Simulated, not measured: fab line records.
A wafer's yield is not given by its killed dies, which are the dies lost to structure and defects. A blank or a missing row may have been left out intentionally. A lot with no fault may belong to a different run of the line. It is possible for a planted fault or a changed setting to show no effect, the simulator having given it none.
A lot that was struck, set against a sound lot / flow sky130 / 35 steps out of a route of 708
Sound: the wafers L490.1, L490.2, L490.3. Wafers struck: L496.1, L496.2, L496.5. The cause comes at the end.
At each step with rows: each side's tool, then ch and its chambers, then its first start. Under that, the readings that differ: sound wafers / struck wafers / difference of the means / sigmas: that difference in standard deviations of wafers without a fault.
alike: words and numbers the same on both sides, and readings whose means are apart by under 2 such deviations; not compared: readings that were withheld, readings missing a value for some wafer, numbers with overlapping values and no deviation given by the record, and bounds like >300 which may hide the same value.
Wherever a step has rows on one side only, a row that says differs or no value, or a row with sigmas, the two part there. Non-overlapping numbers with no deviation appear without sigmas and do not part them. A reading missing from all wafers of one side parts the sides only when that side holds two or more wafers.

first, 10 steps without rows for these wafers: SKY_VIA3_CLEAN_18 (cleans in IPA, time 180 s); SKY_VIA3_CLEAN_19 (cleans in O3/DIW); SKY_VIA3_SPUTTER_20 (material TiN, target thk 20 nm, time 80 s); SKY_VIA3_CVD_21 (deposits W, target thk 390 nm, time 117.31 s); SKY_VIA3_CMP_24 (polishes, stops on SiO2, t overpolish 20 s, target thk 0 nm); SKY_METAL4_SPUTTER_00 (material Ti, target thk 15 nm, time 10 s); SKY_METAL4_SPUTTER_01 (material TiN, target thk 20 nm, time 16.7 s); SKY_METAL4_SPUTTER_02 (material AlCu, target thk 735 nm, time 39.1 s); SKY_METAL4_SPUTTER_03 (material Ti, target thk 5 nm, time 3.3 s); SKY_METAL4_SPUTTER_04 (material TiN, target thk 70 nm, time 58.3 s).
SKY_CAP2M_CVD_00: deposits SiO2, target thk 15.5 nm.
  sound on pecvd-04 ch 0,1,2, day 43 11:38; struck on pecvd-04 ch 0,1,2, day 44 22:06
  alike: heater power w, rf fwd power W
then, 23 steps without rows for these wafers: SKY_CAP2M_SPUTTER_02 (material TiN, target thk 200 nm, time 166.7 s); SKY_CAP2M_DEHYDRATE_05 (time 60 s); SKY_CAP2M_HMDS_06 (prime time 60 s); SKY_CAP2M_COAT_07 (resist thk 1140 nm); SKY_CAP2M_SOFTBAKE_08 (time 60 s); SKY_CAP2M_EXPOSE_09 (exposes mask CAP2M, target cd 1000 nm); SKY_CAP2M_PEB_10; SKY_CAP2M_DEVELOP_11 (develop time 60 s); SKY_CAP2M_METAL_ETCH_13 (etches TiN in Cl2/BCl3, stops on SiO2, target depth 220 nm, time 62.9 s); SKY_CAP2M_STRIP_14 (strips in O2/N2); SKY_CAP2M_STRIP_15 (strips in post etch residue remover, time 1200 s); SKY_CAP2M_CLEAN_16 (cleans in IPA, time 180 s); SKY_CAP2M_CLEAN_17 (cleans in O3/DIW); SKY_METAL4_DEHYDRATE_05 (time 60 s); SKY_METAL4_HMDS_06 (prime time 60 s); SKY_METAL4_COAT_07 (resist thk 60 nm); SKY_METAL4_COAT_08 (resist thk 1140 nm); SKY_METAL4_SOFTBAKE_09 (time 90 s); SKY_METAL4_EXPOSE_10 (exposes mask MM4, target cd 300 nm); SKY_METAL4_PEB_11; SKY_METAL4_DEVELOP_12 (develop time 60 s); SKY_METAL4_DESCUM_15 (chemistry O2, time 8 s); SKY_METAL4_ETCH_16 (etches BARC in N2/H2, stops on SiO2, time 88.2 s, target depth 60 nm).
-- the record jumps here: 5 days lie between the struck wafers' starts before and after (it left off in module METAL4 and takes up again in module PAD_OPEN, whose first step shown is number 708 of the route) --
SKY_PAD_OPEN_PROBE_99:
  sound on prober-01, day 48 22:21; struck on prober-01, day 50 01:38
reading=hold; sound=- - -; struck=await dispo/3.5h/release await dispo/3.5h/release await dispo/3.5h/release; difference=no value on the sound wafers; sigmas=
reading=defect limited yield (%); sound=80.7 82.9 81.5; struck=74.8 75.4 72.8; difference=-7.4; sigmas=-3
reading=killed at other; sound=1 0 0; struck=63 44 59; difference=+55; sigmas=+87
reading=killed dies; sound=95 84 91; struck=124 121 134; difference=+36; sigmas=+3
reading=sort_bin_3_pad_short (%); sound=0.8 1.0 0.8; struck=3.5 3.9 3.9; difference=+2.9; sigmas=+7
reading=sort_bin_5_function (%); sound=13.2 9.8 10.2; struck=15.0 14.6 16.9; difference=+4.4; sigmas=+3
reading=sort n pass; sound=397 408 401; struck=368 371 358; difference=-36; sigmas=-3
reading=sort yield pct (%); sound=80.7 82.9 81.5; struck=74.8 75.4 72.8; difference=-7.4; sigmas=-3
reading=model.etest.tester.sort n pass; sound=397 408 401; struck=368 371 358; difference=-36; sigmas=
reading=model.etest.tester.sort yield pct (%); sound=80.69 82.93 81.5; struck=74.8 75.41 72.76; difference=-7.4; sigmas=
reading=model.etest.tester.sort_bin_5_pct (%); sound=13.21 9.756 10.16; struck=15.04 14.63 16.87; difference=+4.47; sigmas=
reading=model.etest.tester.sort_bin_3_pct (%); sound=0.813 1.016 0.813; struck=3.455 3.862 3.862; difference=+2.846; sigmas=
  alike: killed_at_M0_to_M3, killed_at_M4_up, killed at contacts, killed at front end, killed open, killed short, sort_bin_6_memory

== WHERE THEY PART ==
At SKY_PAD_OPEN_PROBE_99 and nowhere else, as far as this record goes.

WHY: the cause the simulator had injected
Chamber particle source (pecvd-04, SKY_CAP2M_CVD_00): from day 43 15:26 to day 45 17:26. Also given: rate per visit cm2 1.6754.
